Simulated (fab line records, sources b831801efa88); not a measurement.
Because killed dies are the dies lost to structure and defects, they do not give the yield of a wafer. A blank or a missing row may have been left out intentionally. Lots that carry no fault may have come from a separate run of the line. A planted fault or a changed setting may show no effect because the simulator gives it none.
fab line records -- flow sky130
[record] lots = 5, wafers = 15, last_day = 50
route steps=708 shown LDD_P@259 LDD_HVN@267 LDD_HVP@278 LDD_LDN@289 PAD_OPEN@708
lots with no fault: from the same line, run without faults
start_h: the number of hours between the record's first day and the start of the first shown wafer of the lot -- wait_h: how many hours have passed since the lot's step before this one -- " same as the row above -- L1.1+2: several wafers, shown together as one row -- - no value, or no start was given -- * or withheld: withheld -- < > ~ a bound
route shown NAME@n: NAME is a module with steps in the file, n the number in the route of the first one -- usual: the fault-free wafers' mean and standard deviation -- same: alike in all rows -- chamber/n: place in a boat -- sites: per-site readings -- _std_site: how widely they spread, as a standard deviation -- _edge_site: the outer-site mean with the inner-site mean subtracted -- radius_mm: how far each site lies from the wafer's centre -- mask NAME#n: copy n -- behind: the most recent tool/chamber to have shaped the wafer -- hold: what put the lot on hold/how long, in hours/how the hold closed -- device: the transistor (n, p or np) that didn't switch -- end of line: tests of these same wafers at the route's end -- a step with no rows: only its recipe -- killed: dies lost to structure and defects at the first sort, not the wafer's yield -- map: shows each die of a wafer: x if killed, . if not, _ if none is there
set.NAME: the run value of the setting; set.NAME@STEP: its run value at that earlier step -- model.NAME: the simulator's own value behind a step, which no gauge read
certain route steps with their lots: each step a table, each wafer a row
services: the hour from which a tool's chamber was out of use, counted from the record's first day as start_h (under 0 if before that day), plus the number of hours and why
[[steps]]
[step SKY_LDD_P_EXPOSE_04]
[recipe] mask_id = PSDM, na = 0.6, source_shape = conventional, sigma_outer = 0.6, polarization = unpolarized, target_cd_nm = 380, dose_mj = 138
[step SKY_LDD_P_PEB_05]
[recipe] temp_c = withheld, time_s = *, resist = NOVOLAK
[step SKY_LDD_P_DEVELOP_06]
[recipe] resist = NOVOLAK, developer = TMAH, develop_time_s = 60, dev_temp_c = 23
[step SKY_LDD_P_CD_MEAS_07]
[recipe] target_cd_nm = 380
[usual] cd_nm = 380.6/2.3
lot.wafer,tool,chamber,start_h,wait_h,cd_nm
L996.1,cd_sem-02,-,468.40,0.1,378.8
L996.5,cd_sem-02,-,468.40,0.1,380.2
L996.6,cd_sem-02,-,468.40,0.1,380.6
L998.3,cd_sem-01,-,481.86,0.1,376.9
L998.5,cd_sem-01,-,481.86,0.1,377.3
L998.6,cd_sem-01,-,481.86,0.1,377.1
L107.2,cd_sem-01,-,554.67,0.1,380.0
L107.3,cd_sem-01,-,554.67,0.1,381.5
L107.5,cd_sem-01,-,554.67,0.1,380.8
L108.1,cd_sem-02,-,565.40,0.1,380.8
L108.4,cd_sem-02,-,565.40,0.1,382.4
L108.6,cd_sem-02,-,565.40,0.1,384.2
L116.3,cd_sem-01,-,627.36,0.1,381.9
L116.4,cd_sem-01,-,627.36,0.1,385.9
L116.5,cd_sem-01,-,627.36,0.1,382.4
[step SKY_LDD_P_OVL_MEAS_08]
[usual] LDD_P_OVL = -0.2/1.3
lot.wafer,tool,chamber,start_h,wait_h,LDD_P_OVL[nm]
L996.1,overlay-02,-,468.52,0.1,-1.6
L996.5,overlay-02,-,468.52,0.1,1.5
L996.6,overlay-02,-,468.52,0.1,-0.8
L998.3,overlay-02,-,481.95,0.1,1.7
L998.5,overlay-02,-,481.95,0.1,0.0
L998.6,overlay-02,-,481.95,0.1,2.4
L107.2,overlay-01,-,554.78,0.1,-0.7
L107.3,overlay-01,-,554.78,0.1,-2.7
L107.5,overlay-01,-,554.78,0.1,-0.2
L108.1,overlay-02,-,565.52,0.1,-2.0
L108.4,overlay-02,-,565.52,0.1,-1.0
L108.6,overlay-02,-,565.52,0.1,-1.1
L116.3,overlay-01,-,627.45,0.1,0.7
L116.4,overlay-01,-,627.45,0.1,0.8
L116.5,overlay-01,-,627.45,0.1,1.8
[step SKY_LDD_P_IMPLANT_09]
[recipe] species = BF2, energy_kev = 25, dose_cm2 = 1e+13, tilt_deg = withheld
[step SKY_LDD_P_STRIP_10]
[recipe] chemistry = O2/N2, power_w = 1400, pressure_mtorr = 1500, platen_temp_c = withheld, o2_flow_sccm = 3000, n2_flow_sccm = 300, overash_fraction = 0.5
[usual] drypump_motor_current_A = 5.8/0.47, n2_flow_sccm = 300.1/0.92, oes_product_au = 0.716/0.0044, strip_time_to_endpoint_s = 14.18/0.043
lot.wafer,tool,chamber,start_h,wait_h,drypump_motor_current_A,n2_flow_sccm,oes_product_au,rf_hours_counter_h,strip_time_to_endpoint_s
L996.1,plasma_asher-01,0,468.71,0.1,6.3,300.2,0.719,76,14.26
L996.5,plasma_asher-01,1,468.71,0.1,5.3,299.3,0.720,-,14.25
L996.6,plasma_asher-01,0,468.71,0.1,6.3,299.9,0.723,-,14.25
L998.3,plasma_asher-03,1,482.16,0.1,6.2,299.2,0.718,-,14.21
L998.5,plasma_asher-03,0,482.16,0.1,6.1,300.5,0.723,-,14.19
L998.6,plasma_asher-03,1,482.16,0.1,6.2,299.2,0.717,-,14.17
L107.2,plasma_asher-03,0,554.96,0.1,6.1,301.1,0.714,44,14.17
L107.3,plasma_asher-03,0,554.96,0.1,6.0,299.9,0.720,-,14.22
L107.5,plasma_asher-03,1,554.96,0.1,6.2,300.6,0.719,-,14.16
L108.1,plasma_asher-01,0,565.71,0.1,6.3,299.7,0.710,86,14.14
L108.4,plasma_asher-01,1,565.71,0.1,5.4,300.7,0.713,-,14.13
L108.6,plasma_asher-01,1,565.71,0.1,5.4,300.1,0.718,-,14.18
L116.3,plasma_asher-01,1,627.66,0.1,5.4,301.8,0.714,-,14.20
L116.4,plasma_asher-01,0,627.66,0.1,6.3,300.4,0.721,-,14.19
L116.5,plasma_asher-01,0,627.66,0.1,6.3,300.3,0.716,-,14.19
[step SKY_LDD_P_TW_MEAS_11]
[usual] LDD_P_TW = 636/4.4
lot.wafer,tool,chamber,start_h,wait_h,LDD_P_TW
L996.1,film_metro-01,-,468.81,0.1,637
L996.5,film_metro-01,-,468.81,0.1,637
L996.6,film_metro-01,-,468.81,0.1,640
L998.3,film_metro-04,-,482.25,0.1,625
L998.5,film_metro-04,-,482.25,0.1,625
L998.6,film_metro-04,-,482.25,0.1,627
L107.2,film_metro-01,-,555.07,0.1,640
L107.3,film_metro-01,-,555.07,0.1,637
L107.5,film_metro-01,-,555.07,0.1,640
L108.1,film_metro-01,-,565.81,0.1,644
L108.4,film_metro-01,-,565.81,0.1,641
L108.6,film_metro-01,-,565.81,0.1,642
L116.3,film_metro-01,-,627.75,0.1,636
L116.4,film_metro-01,-,627.75,0.1,635
L116.5,film_metro-01,-,627.75,0.1,635
[step SKY_LDD_HVN_DEHYDRATE_00]
[recipe] temp_c = 200, time_s = 60
[step SKY_LDD_HVN_HMDS_01]
[recipe] prime_time_s = 60, prime_temp_c = 120
[step SKY_LDD_HVN_COAT_02]
[recipe] resist = NOVOLAK, spin_rpm = 3000, resist_thk_nm = 300
[step SKY_LDD_HVN_SOFTBAKE_03]
[recipe] temp_c = 90, time_s = 60, resist = NOVOLAK
[step SKY_LDD_HVN_EXPOSE_04]
[recipe] mask_id = HVNTM, na = 0.6, source_shape = conventional, sigma_outer = 0.6, polarization = unpolarized, target_cd_nm = 700, dose_mj = 127
[usual] reticle_temp_C = 23.00/0.097, stage_vel_mm_s = 499.97/0.23
lot.wafer,tool,chamber,start_h,wait_h,mask,reticle_temp_C,stage_vel_mm_s
L996.1,iline_stepper-01,0,483.89,-,HVNTM#0,22.99,500.52
L996.5,iline_stepper-01,0,483.89,-,HVNTM#0,23.00,500.21
L996.6,iline_stepper-01,0,483.89,-,HVNTM#0,22.94,500.05
L998.3,iline_stepper-01,0,497.82,-,LDNTM#0,23.18,500.23
L998.5,iline_stepper-01,0,497.82,-,LDNTM#0,23.20,500.39
L998.6,iline_stepper-01,0,497.82,-,LDNTM#0,23.26,500.29
L107.2,iline_stepper-02,0,570.06,-,HVNTM#0,23.00,500.14
L107.3,iline_stepper-02,0,570.06,-,HVNTM#0,22.87,499.93
L107.5,iline_stepper-02,0,570.06,-,HVNTM#0,22.87,500.07
L108.1,iline_stepper-02,0,580.05,-,HVNTM#0,23.14,499.91
L108.4,iline_stepper-02,0,580.05,-,HVNTM#0,23.09,499.78
L108.6,iline_stepper-02,0,580.05,-,HVNTM#0,23.06,499.55
L116.3,iline_stepper-01,0,641.60,-,HVNTM#0,23.11,499.78
L116.4,iline_stepper-01,0,641.60,-,HVNTM#0,22.94,499.71
L116.5,iline_stepper-01,0,641.60,-,HVNTM#0,23.00,499.56
[step SKY_LDD_HVN_PEB_05]
[recipe] temp_c = withheld, time_s = *, resist = NOVOLAK
[step SKY_LDD_HVN_DEVELOP_06]
[recipe] resist = NOVOLAK, developer = TMAH, develop_time_s = 60, dev_temp_c = 23
[step SKY_LDD_HVN_OVL_MEAS_07]
[usual] LDD_HVN_OVL = -0.1/1.4
lot.wafer,tool,chamber,start_h,wait_h,LDD_HVN_OVL[nm]
L996.1,overlay-01,-,499.25,0.1,-1.8
L996.5,overlay-01,-,499.25,0.1,-0.9
L996.6,overlay-01,-,499.25,0.1,-1.0
L998.3,overlay-01,-,512.68,0.1,-
L998.5,overlay-01,-,512.68,0.1,-
L998.6,overlay-01,-,512.68,0.1,-
L107.2,overlay-01,-,584.41,0.1,1.3
L107.3,overlay-01,-,584.41,0.1,0.1
L107.5,overlay-01,-,584.41,0.1,1.5
L108.1,overlay-02,-,594.93,0.1,1.4
L108.4,overlay-02,-,594.93,0.1,1.5
L108.6,overlay-02,-,594.93,0.1,-0.8
L116.3,overlay-02,-,656.27,0.1,0.0
L116.4,overlay-02,-,656.27,0.1,-0.3
L116.5,overlay-02,-,656.27,0.1,0.0
[step SKY_LDD_HVN_IMPLANT_08]
[recipe] species = P, energy_kev = 60, dose_cm2 = 3e+13, tilt_deg = 40
[step SKY_LDD_HVN_STRIP_09]
[recipe] chemistry = O2/N2, power_w = 1400, pressure_mtorr = 1500, platen_temp_c = withheld, o2_flow_sccm = 3000, n2_flow_sccm = 300, overash_fraction = 0.5
[usual] drypump_motor_current_A = 6.1/0.39, n2_flow_sccm = 299.9/0.92, oes_product_au = 0.408/0.0053, strip_time_to_endpoint_s = 4.130/0.014
lot.wafer,tool,chamber,start_h,wait_h,drypump_motor_current_A,n2_flow_sccm,oes_product_au,rf_hours_counter_h,strip_time_to_endpoint_s
L996.1,plasma_asher-03,0,499.44,0.1,6.0,299.4,0.406,38,4.133
L996.5,plasma_asher-03,1,499.44,0.1,6.2,301.8,0.406,-,4.142
L996.6,plasma_asher-03,0,499.44,0.1,6.0,300.0,0.407,-,4.137
L998.3,plasma_asher-04,0,512.88,0.1,6.4,299.8,0.409,-,4.127
L998.5,plasma_asher-04,0,512.88,0.1,6.4,299.7,0.410,-,4.117
L998.6,plasma_asher-04,1,512.88,0.1,6.6,300.1,0.403,-,4.117
L107.2,plasma_asher-01,1,584.59,0.1,5.4,301.1,0.414,88,4.141
L107.3,plasma_asher-01,1,584.59,0.1,5.4,300.4,0.409,-,4.141
L107.5,plasma_asher-01,1,584.59,0.1,5.4,300.8,0.402,-,4.145
L108.1,plasma_asher-04,1,595.12,0.1,6.6,298.8,0.407,16,4.128
L108.4,plasma_asher-04,0,595.12,0.1,6.4,299.6,0.409,-,4.159
L108.6,plasma_asher-04,1,595.12,0.1,6.6,300.6,0.414,-,4.149
L116.3,plasma_asher-01,1,656.47,0.1,5.4,301.9,0.400,-,4.138
L116.4,plasma_asher-01,0,656.47,0.1,6.3,299.8,0.398,-,4.137
L116.5,plasma_asher-01,0,656.47,0.1,6.3,298.0,0.402,-,4.137
[step SKY_LDD_HVN_TW_MEAS_10]
[usual] LDD_HVN_TW = 1441/6.4
lot.wafer,tool,chamber,start_h,wait_h,LDD_HVN_TW
L996.1,film_metro-01,-,499.54,0.1,1450
L996.5,film_metro-01,-,499.54,0.1,1438
L996.6,film_metro-01,-,499.54,0.1,1446
L998.3,film_metro-02,-,512.97,0.1,30
L998.5,film_metro-02,-,512.97,0.1,30
L998.6,film_metro-02,-,512.97,0.1,30
L107.2,film_metro-01,-,584.70,0.1,1439
L107.3,film_metro-01,-,584.70,0.1,1437
L107.5,film_metro-01,-,584.70,0.1,1444
L108.1,film_metro-03,-,595.22,0.1,1441
L108.4,film_metro-03,-,595.22,0.1,1431
L108.6,film_metro-03,-,595.22,0.1,1434
L116.3,film_metro-01,-,656.56,0.1,1451
L116.4,film_metro-01,-,656.56,0.1,1444
L116.5,film_metro-01,-,656.56,0.1,1449
[step SKY_LDD_HVP_DEHYDRATE_00]
[recipe] temp_c = 200, time_s = 60
[step SKY_LDD_HVP_HMDS_01]
[recipe] prime_time_s = 60, prime_temp_c = 120
[step SKY_LDD_HVP_COAT_02]
[recipe] resist = NOVOLAK, spin_rpm = 3000, resist_thk_nm = 300
[step SKY_LDD_HVP_SOFTBAKE_03]
[recipe] temp_c = 90, time_s = 60, resist = NOVOLAK
[step SKY_LDD_HVP_EXPOSE_04]
[recipe] mask_id = HVPTM, na = 0.6, source_shape = conventional, sigma_outer = 0.6, polarization = unpolarized, target_cd_nm = 700, dose_mj = 86
[step SKY_LDD_HVP_PEB_05]
[recipe] temp_c = withheld, time_s = *, resist = NOVOLAK
[step SKY_LDD_HVP_DEVELOP_06]
[recipe] resist = NOVOLAK, developer = TMAH, develop_time_s = 60, dev_temp_c = 23
[step SKY_LDD_HVP_OVL_MEAS_07]
[usual] LDD_HVP_OVL = 0.1/1.5
lot.wafer,tool,chamber,start_h,wait_h,LDD_HVP_OVL[nm]
L996.1,overlay-01,-,529.93,0.1,-0.3
L996.5,overlay-01,-,529.93,0.1,-1.7
L996.6,overlay-01,-,529.93,0.1,0.9
L998.3,overlay-01,-,542.89,0.1,-0.1
L998.5,overlay-01,-,542.89,0.1,0.5
L998.6,overlay-01,-,542.89,0.1,-2.1
L107.2,overlay-01,-,613.49,0.1,0.5
L107.3,overlay-01,-,613.49,0.1,0.9
L107.5,overlay-01,-,613.49,0.1,-0.7
L108.1,overlay-01,-,623.13,0.1,0.1
L108.4,overlay-01,-,623.13,0.1,-1.6
L108.6,overlay-01,-,623.13,0.1,-0.8
L116.3,overlay-01,-,684.33,0.1,-0.9
L116.4,overlay-01,-,684.33,0.1,-1.4
L116.5,overlay-01,-,684.33,0.1,-3.3
[step SKY_LDD_HVP_IMPLANT_08]
[recipe] species = B, energy_kev = 20, dose_cm2 = 1.7e+13, tilt_deg = 17.9
[step SKY_LDD_HVP_STRIP_09]
[recipe] chemistry = O2/N2, power_w = 1400, pressure_mtorr = 1500, platen_temp_c = withheld, o2_flow_sccm = 3000, n2_flow_sccm = 300, overash_fraction = 0.5
[usual] drypump_motor_current_A = 6.0/0.57, n2_flow_sccm = 300.1/1, oes_product_au = 0.409/0.0046, strip_time_to_endpoint_s = 4.137/0.017
lot.wafer,tool,chamber,start_h,wait_h,drypump_motor_current_A,n2_flow_sccm,oes_product_au,rf_hours_counter_h,strip_time_to_endpoint_s
L996.1,plasma_asher-04,1,530.12,0.1,6.6,299.4,0.412,9,4.124
L996.5,plasma_asher-04,1,530.12,0.1,6.6,300.1,0.409,-,4.120
L996.6,plasma_asher-04,0,530.12,0.1,6.3,298.1,0.408,-,4.109
L998.3,plasma_asher-04,1,543.10,0.1,6.6,301.0,0.405,-,4.103
L998.5,plasma_asher-04,0,543.10,0.1,6.4,300.3,0.406,-,4.096
L998.6,plasma_asher-04,1,543.10,0.1,6.6,298.5,0.416,-,4.117
L107.2,plasma_asher-01,1,613.67,0.1,5.4,301.0,0.415,91,4.140
L107.3,plasma_asher-01,1,613.67,0.1,5.3,300.8,0.416,-,4.155
L107.5,plasma_asher-01,0,613.67,0.1,6.3,301.8,0.406,-,4.142
L108.1,plasma_asher-01,1,623.32,0.1,5.3,300.9,0.411,92,4.160
L108.4,plasma_asher-01,0,623.32,0.1,6.3,299.6,0.414,-,4.124
L108.6,plasma_asher-01,0,623.32,0.1,6.4,299.6,0.404,-,4.124
L116.3,plasma_asher-01,1,684.54,0.1,5.3,299.5,0.402,-,4.144
L116.4,plasma_asher-01,0,684.54,0.1,6.3,299.6,0.405,-,4.127
L116.5,plasma_asher-01,1,684.54,0.1,5.3,300.5,0.415,-,4.144
[step SKY_LDD_HVP_TW_MEAS_10]
[usual] LDD_HVP_TW = 455/3.4
lot.wafer,tool,chamber,start_h,wait_h,LDD_HVP_TW
L996.1,film_metro-04,-,530.22,0.1,455
L996.5,film_metro-04,-,530.22,0.1,451
L996.6,film_metro-04,-,530.22,0.1,453
L998.3,film_metro-02,-,543.19,0.1,458
L998.5,film_metro-02,-,543.19,0.1,457
L998.6,film_metro-02,-,543.19,0.1,458
L107.2,film_metro-02,-,613.78,0.1,457
L107.3,film_metro-02,-,613.78,0.1,455
L107.5,film_metro-02,-,613.78,0.1,454
L108.1,film_metro-02,-,623.42,0.1,455
L108.4,film_metro-02,-,623.42,0.1,455
L108.6,film_metro-02,-,623.42,0.1,459
L116.3,film_metro-02,-,684.63,0.1,454
L116.4,film_metro-02,-,684.63,0.1,452
L116.5,film_metro-02,-,684.63,0.1,452
[step SKY_LDD_LDN_DEHYDRATE_00]
[recipe] temp_c = 200, time_s = 60
[step SKY_LDD_LDN_HMDS_01]
[recipe] prime_time_s = 60, prime_temp_c = 120
[step SKY_LDD_LDN_COAT_02]
[recipe] resist = NOVOLAK, spin_rpm = 3000, resist_thk_nm = 1140
[step SKY_LDD_LDN_SOFTBAKE_03]
[recipe] temp_c = 90, time_s = 60, resist = NOVOLAK
[step SKY_LDD_LDN_EXPOSE_04]
[recipe] mask_id = LDNTM, na = 0.6, source_shape = conventional, sigma_outer = 0.6, polarization = unpolarized, target_cd_nm = 700, dose_mj = 140
[step SKY_LDD_LDN_PEB_05]
[recipe] temp_c = withheld, time_s = *, resist = NOVOLAK
[step SKY_LDD_LDN_DEVELOP_06]
[recipe] resist = NOVOLAK, developer = TMAH, develop_time_s = 59.24, dev_temp_c = 23
[step SKY_LDD_LDN_OVL_MEAS_07]
[usual] LDD_LDN_OVL = -0.1/1.4
lot.wafer,tool,chamber,start_h,wait_h,LDD_LDN_OVL[nm]
L996.1,overlay-01,-,560.13,0.1,1.2
L996.5,overlay-01,-,560.13,0.1,1.7
L996.6,overlay-01,-,560.13,0.1,0.6
L998.3,overlay-02,-,572.42,0.1,-0.9
L998.5,overlay-02,-,572.42,0.1,1.6
L998.6,overlay-02,-,572.42,0.1,-1.8
L107.2,overlay-01,-,641.96,0.1,2.2
L107.3,overlay-01,-,641.96,0.1,0.2
L107.5,overlay-01,-,641.96,0.1,-0.4
L108.1,overlay-02,-,651.75,0.1,0.7
L108.4,overlay-02,-,651.75,0.1,-0.8
L108.6,overlay-02,-,651.75,0.1,-1.0
L116.3,overlay-02,-,711.54,0.1,-1.2
L116.4,overlay-02,-,711.54,0.1,-3.6
L116.5,overlay-02,-,711.54,0.1,-1.5
[step SKY_LDD_LDN_IMPLANT_08]
[recipe] species = As, energy_kev = 15, dose_cm2 = 1.25e+13, tilt_deg = withheld, rotation_deg = 23
[step SKY_LDD_LDN_IMPLANT_09]
[recipe] species = As, energy_kev = 15, dose_cm2 = 1.25e+13, tilt_deg = withheld, rotation_deg = 113
[step SKY_LDD_LDN_IMPLANT_10]
[recipe] species = As, energy_kev = 15, dose_cm2 = 1.25e+13, tilt_deg = withheld, rotation_deg = 203
[step SKY_LDD_LDN_IMPLANT_11]
[recipe] species = As, energy_kev = 15, dose_cm2 = 1.25e+13, tilt_deg = withheld, rotation_deg = 293
[step SKY_LDD_LDN_TW_MEAS_13]
[usual] LDD_LDN_TW = 1477/12
lot.wafer,tool,chamber,start_h,wait_h,LDD_LDN_TW
L996.1,film_metro-04,-,560.87,0.1,1463
L996.5,film_metro-04,-,560.87,0.1,1462
L996.6,film_metro-04,-,560.87,0.1,1457
L998.3,film_metro-04,-,573.16,0.1,1795
L998.5,film_metro-04,-,573.16,0.1,1792
L998.6,film_metro-04,-,573.16,0.1,1789
L107.2,film_metro-01,-,642.70,0.1,1487
L107.3,film_metro-01,-,642.70,0.1,1486
L107.5,film_metro-01,-,642.70,0.1,1486
L108.1,film_metro-04,-,652.49,0.1,1458
L108.4,film_metro-04,-,652.49,0.1,1456
L108.6,film_metro-04,-,652.49,0.1,1456
L116.3,film_metro-03,-,712.29,0.1,1478
L116.4,film_metro-03,-,712.29,0.1,1476
L116.5,film_metro-03,-,712.29,0.1,1477
[step SKY_PAD_OPEN_PROBE_99]
[usual] killed_at_M0_to_M3 = 43/7.2, killed_at_M4_up = 3.3/2, killed_at_contacts = 25/5.8, killed_at_front_end = 15/4.5, killed_at_other = 0.3/0.62, killed_dies = 86/9.4, killed_on_rim = 17/3.7, killed_open = 47/7.1, killed_short = 39/6
[same] gross_dies = 492, killed_at_back_side = 0
lot.wafer,tool,chamber,start_h,wait_h,killed_at_M0_to_M3,killed_at_M4_up,killed_at_contacts,killed_at_front_end,killed_at_other,killed_dies,killed_on_rim,killed_open,killed_short
L998.3,prober-01,-,1107.24,0.2,43,3,28,418,0,492,96,51,43
L998.5,prober-01,-,1107.34,0.2,33,3,17,439,0,492,96,41,31
L998.6,prober-01,-,1107.39,0.2,27,2,39,424,0,492,96,46,42
L107.2,prober-01,-,1155.62,0.1,37,7,27,15,0,86,14,45,41
L107.3,prober-01,-,1155.67,0.2,45,5,27,7,0,84,20,47,37
L107.5,prober-01,-,1155.77,0.2,43,3,26,22,1,95,20,46,49
L116.3,prober-02,-,1195.63,0.2,49,1,20,17,0,87,19,50,36
L116.4,prober-02,-,1195.68,0.2,39,4,30,10,0,83,16,44,39
L116.5,prober-02,-,1195.73,0.2,31,2,20,24,0,77,20,38,39
// killed by level:class
L998.3 LDD_HVN:area_expose=398 VIA1:geometric_particle:open=14 CONTACT:geometric_particle:open=12 FIELD_ISO:geometric_particle:short=6 VIA2:geometric_particle:open=6 POLY_GATE:geometric_particle:open=6 LI_CONTACT:geometric_particle:open=5 METAL1:geometric_particle:short=5
L998.5 LDD_HVN:area_expose=420 CONTACT:geometric_particle:open=8 VIA3:geometric_particle:short=7 FIELD_ISO:geometric_particle:open=6 VIA2:geometric_particle:open=5 VIA1:geometric_particle:open=5 POLY_GATE:geometric_particle:short=4 LI_CONTACT:geometric_particle:open=4
L998.6 LDD_HVN:area_expose=404 LI_CONTACT:geometric_particle:open=13 VIA1:geometric_particle:open=10 CONTACT:geometric_particle:open=10 POLY_GATE:geometric_particle:short=7 POLY_GATE:geometric_particle:open=6 LI_CONTACT:geometric_particle:short=6 CONTACT:geometric_particle:short=6
L107.2 VIA1:geometric_particle:open=12 CONTACT:geometric_particle:short=9 CONTACT:geometric_particle:open=8 LOCAL_INTERCONNECT:geometric_particle:short=5 METAL1:geometric_particle:short=5 VIA1:geometric_particle:short=5 FIELD_ISO:geometric_particle:short=4 VIA2:geometric_particle:open=4
L107.3 VIA1:geometric_particle:open=9 LI_CONTACT:geometric_particle:open=9 LOCAL_INTERCONNECT:geometric_particle:short=8 METAL2:geometric_particle:short=7 VIA3:geometric_particle:open=6 CONTACT:geometric_particle:open=5 METAL1:geometric_particle:short=5 VIA2:geometric_particle:open=5
L107.5 VIA3:geometric_particle:open=9 VIA1:geometric_particle:open=8 LOCAL_INTERCONNECT:geometric_particle:open=7 LOCAL_INTERCONNECT:geometric_particle:short=7 FIELD_ISO:geometric_particle:short=5 POLY_GATE:geometric_particle:open=5 CONTACT:geometric_particle:short=5 METAL1:geometric_particle:short=5
L116.3 VIA1:geometric_particle:open=14 LI_CONTACT:geometric_particle:open=8 METAL1:geometric_particle:short=8 VIA3:geometric_particle:open=7 FIELD_ISO:geometric_particle:open=6 VIA2:geometric_particle:open=5 CONTACT:geometric_particle:open=4 VIA1:geometric_particle:short=4
L116.4 LI_CONTACT:geometric_particle:open=10 VIA1:geometric_particle:open=10 CONTACT:geometric_particle:open=9 VIA1:geometric_particle:short=7 VIA2:geometric_particle:open=6 LOCAL_INTERCONNECT:geometric_particle:short=6 METAL2:geometric_particle:short=4 FIELD_ISO:geometric_particle:open=3
L116.5 CONTACT:geometric_particle:open=7 POLY_GATE:geometric_particle:short=6 CONTACT:geometric_particle:short=5 VIA1:geometric_particle:open=5 VIA3:geometric_particle:open=5 POLY_GATE:geometric_particle:open=4 LI_CONTACT:geometric_particle:open=4 VIA1:geometric_particle:short=4
// map L998.3 (x killed, . not)
__________xxxxxxxxxx_________
________xxxxxxxxxxxxxx_______
______xxxxxxxxxxxxxxxxxx_____
_____xxxxxxxxxxxxxxxxxxxx____
____xxxxxxxxxxxxxxxxxxxxxx___
___xxxxxxxxxxxxxxxxxxxxxxxx__
__xxxxxxxxxxxxxxxxxxxxxxxxxx_
_xxxxxxxxxxxxxxxxxxxxxxxxxxxx
_xxxxxxxxxxxxxxxxxxxxxxxxxxxx
_xxxxxxxxxxxxxxxxxxxxxxxxxxxx
_xxxxxxxxxxxxxxxxxxxxxxxxxxxx
_xxxxxxxxxxxxxxxxxxxxxxxxxxxx
_xxxxxxxxxxxxxxxxxxxxxxxxxxxx
_xxxxxxxxxxxxxxxxxxxxxxxxxxxx
_xxxxxxxxxxxxxxxxxxxxxxxxxxxx
__xxxxxxxxxxxxxxxxxxxxxxxxxx_
___xxxxxxxxxxxxxxxxxxxxxxxx__
____xxxxxxxxxxxxxxxxxxxxxx___
_____xxxxxxxxxxxxxxxxxxxx____
______xxxxxxxxxxxxxxxxxx_____
________xxxxxxxxxxxxxx_______
__________xxxxxxxxxx_________
// map L996.6 (x killed, . not)
__________x.......x._________
________xx.x.....x...._______
______.x..x..x.x.x...xxx_____
_____.....xxxx..xx.x.....____
____................xx..x.___
___.x....x.........x.x.....__
__x..x...x.x...xx..xxx......_
_..x.......x..x.x.x....x.....
_.xx.......x...............xx
_...x.x..........x.......x...
_x..x.x.....x...x.........x..
_xx....xx..................x.
_.......x..x....x.........x..
_......x..x.........xxx.x....
_........xx.....x.....x......
__.x.............x..x......x_
___...x...x.....x..x..x..x.__
____x.x.x..x...x..x...x.xx___
_____.x..................____
______....x..x.........._____
________..x..........._______
__________...x......_________
[[services]]
tool,chamber,start_h,hours,kind
iline_stepper-02,0,446.29,-,calibration
iline_stepper-02,-,483.47,3.7,repair
plasma_asher-04,-,498.72,4.6,repair
plasma_asher-04,-,503.07,0.6,repair
iline_stepper-01,0,503.63,-,calibration
iline_stepper-02,-,507.55,12.8,repair
iline_stepper-02,-,521.26,6.6,repair
plasma_asher-03,-,558.74,1.5,repair
plasma_asher-03,-,570.37,0.9,repair
plasma_asher-04,-,572.55,4.0,repair
iline_stepper-02,-,584.17,1.7,pm
plasma_asher-04,-,585.17,0.8,repair
iline_stepper-02,-,604.38,4.4,pm
plasma_asher-04,-,610.32,3.8,repair
iline_stepper-01,-,648.07,1.7,pm
iline_stepper-02,0,659.04,-,calibration
iline_stepper-01,-,683.88,5.7,repair
[[key]]
[first_sign] step = SKY_LDD_HVN_EXPOSE_04, reading = mask, direction = changed
[effect] step = SKY_LDD_HVN_OVL_MEAS_07, reading = LDD_HVN_OVL, direction = missing
[effect] step = SKY_LDD_HVN_TW_MEAS_10, reading = LDD_HVN_TW, direction = down, sigmas = 99+, usual = 1441, struck = 30
[effect] step = SKY_LDD_LDN_TW_MEAS_13, reading = LDD_LDN_TW, direction = up, sigmas = 25, usual = 1477, struck = 1792
[effect] step = SKY_PAD_OPEN_PROBE_99, reading = killed_at_front_end, direction = up, sigmas = 92, usual = 15, struck = 427
[more_kills_born_at] SKY_LDD_HVN_EXPOSE_04@iline_stepper-01 = 1222
met_at SKY_LDD_HVN_EXPOSE_04
struck_wafers L998.3,L998.5,L998.6
tester_left_out L998
onset_between 483.89 497.82
[fault] kind = wrong_mask, tool = any, chamber = -, onset_h = 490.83, steps = SKY_LDD_HVN_EXPOSE_04, aux_copy = LDNTM#0, scope = struck_lots_only
// tester_left_out: of these lots the tester's yield and bins aren't shown, on N5 and GAA mostly nor the transistor test; their killed dies are dies lost to structure and defects alone, not to doping, threshold or leakage, so they don't give the yield
